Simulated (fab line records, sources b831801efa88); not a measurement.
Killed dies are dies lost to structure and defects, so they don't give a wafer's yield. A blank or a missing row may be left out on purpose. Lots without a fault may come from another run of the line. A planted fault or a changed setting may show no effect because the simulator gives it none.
Which tool did it? | flow gf180mcu | 6 lots, 18 wafers sampled, at 5 steps of a route of 602

WHAT THE GAUGES READ, wafer by wafer
GF_MIM_THK_MEAS_06.
lot  | measured     | on            | MIM_CVD_05_THK (nm)
L238 | day 25 04:10 | film_metro-04 | 42.1 42.7 43.1
L245 | day 27 13:26 | film_metro-03 | 84.5 85.0 84.6
L252 | day 29 18:46 | film_metro-04 | 81.9 84.7 82.3
L255 | day 30 15:22 | film_metro-03 | 41.9 41.4 41.5
L258 | day 31 08:13 | film_metro-04 | 41.6 42.2 41.5
L259 | day 31 15:13 | film_metro-03 | 42.0 42.2 41.6

WHICH TOOL RAN EACH LOT (tool, then ch and the chambers of the sampled wafers, then the start)
lot  | GF_V4_ETCH_16                      | GF_V4_STRIP_18                       | GF_V4_CVD_23                  | GF_MIM_CVD_05
L238 | rie_diel-03 ch 0,1,3, day 25 02:31 | plasma_asher-02 ch 0,1, day 25 02:38 | cvd_w-01 ch 0,1, day 25 03:19 | pecvd-03 ch 0,2, day 25 04:08
L245 | rie_diel-02 ch 0,1,2, day 27 11:38 | plasma_asher-03 ch 0,1, day 27 11:46 | cvd_w-02 ch 1, day 27 12:24   | pecvd-03 ch 0,1,2, day 27 13:13
L252 | rie_diel-02 ch 1,2,3, day 29 16:41 | plasma_asher-03 ch 0,1, day 29 16:51 | cvd_w-01 ch 0,1, day 29 17:31 | pecvd-04 ch 0,2, day 29 18:31
L255 | rie_diel-01 ch 0,2,3, day 30 13:38 | plasma_asher-03 ch 0,1, day 30 13:46 | cvd_w-02 ch 0,1, day 30 14:25 | pecvd-04 ch 0,1,2, day 30 15:13
L258 | rie_diel-02 ch 1,2, day 31 06:35   | plasma_asher-02 ch 0,1, day 31 06:45 | cvd_w-02 ch 0,1, day 31 07:23 | pecvd-04 ch 0,1,2, day 31 08:10
L259 | rie_diel-03 ch 0,3, day 31 13:35   | plasma_asher-03 ch 0,1, day 31 13:45 | cvd_w-01 ch 0,1, day 31 14:23 | pecvd-01 ch 0,1,2, day 31 15:10
- GF_V4_ETCH_16: etches BARC in N2/H2.
- GF_V4_STRIP_18: strips in O2/N2.
- GF_V4_CVD_23: deposits W, target thk 350 nm, time 104.9 s.
- GF_MIM_CVD_05: deposits Si3N4, target thk 42 nm, time 29.086 s.

THE ANSWER, worked out from the rows above alone
Rule: what is usual is taken from the lots themselves. Put in order of their means at a reading, lots are off if they are a third of the lots or fewer, leave a main group of 4 or more, and stand apart from it by a gap of 3 or more times the standard deviation of the main group's means; of several such gaps the widest counts. A main group whose means are all the same, to the digits that the tables above print for the reading, isn't used. A lot without any number at a reading at which 4 lots or more have one is off too. The other lots that the step has rows for count as sound.
Off: L245, L252, at GF_MIM_THK_MEAS_06 (MIM_CVD_05_THK). The main group: mean 42.0 nm, standard deviation 0.39.
A tool fits if, at a process step before that reading, it ran every lot that is off, and no sound lot after the first of them. The gauges at GF_MIM_THK_MEAS_06 are tried like those tools. None of those tried fits.

WHAT THE SIMULATOR HAD PUT IN
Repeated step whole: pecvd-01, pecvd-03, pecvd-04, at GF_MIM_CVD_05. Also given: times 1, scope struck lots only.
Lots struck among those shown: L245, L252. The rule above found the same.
